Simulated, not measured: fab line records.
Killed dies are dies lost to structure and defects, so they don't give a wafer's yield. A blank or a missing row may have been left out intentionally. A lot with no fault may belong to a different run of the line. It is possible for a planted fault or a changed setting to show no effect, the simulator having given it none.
Chamber matching | flow gf180mcu | rie-si-01 running GF_POLY_GATE_ETCH_13: 4 sister chambers
The step etches poly-Si in HBr/Cl2, stops on SiO2, target depth 198.5 nm, time 69.6 s. 4 wafers are shown with their chamber, then 8 later ones without.

== EACH WAFER AND ITS CHAMBER ==
wafer  | chamber | drypump-motor-current-A (A)
L943.6 | 3       | 5.6
L945.3 | 0       | 6.5
L945.6 | 2       | 5.2
L948.1 | 1       | 5.9

== WAFERS WITHOUT THEIR CHAMBER ==
wafer  | drypump-motor-current-A (A)
L948.2 | 6.6
L948.6 | 6.6
L953.1 | 6.6
L953.4 | 5.7
L953.6 | 5.7
L954.2 | 5.2
L954.4 | 5.9
L954.6 | 5.6

== WHICH CHAMBER EACH ONE RAN IN ==
wafer  | from the rows above     | in truth
L948.2 | 0                       | 0
L948.6 | 0                       | 0
L953.1 | 0                       | 0
L953.4 | can't be placed: 3 or 1 | 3
L953.6 | can't be placed: 3 or 1 | 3
L954.2 | 2                       | 2
L954.4 | 1                       | 1
L954.6 | 3                       | 3
Placed correctly: 6 of 8. Cannot be placed on the basis of these rows: 2; the candidates contain the true chamber in 2. Number placed wrongly: 0.
How it was worked out, from the rows above alone: a wafer's distance from a chamber is the root of the sum, over the readings, of the square of ((its reading less the chamber's mean) divided by the reading's scatter). If the next closest chamber is less than 2 further off than the closest, the wafer can't be placed; otherwise it belongs to the closest. Each chamber's mean is taken over the wafers shown for it. The scatter: root of mean squared gap, hidden wafer to nearest shown wafer, with one shown wafer a chamber.
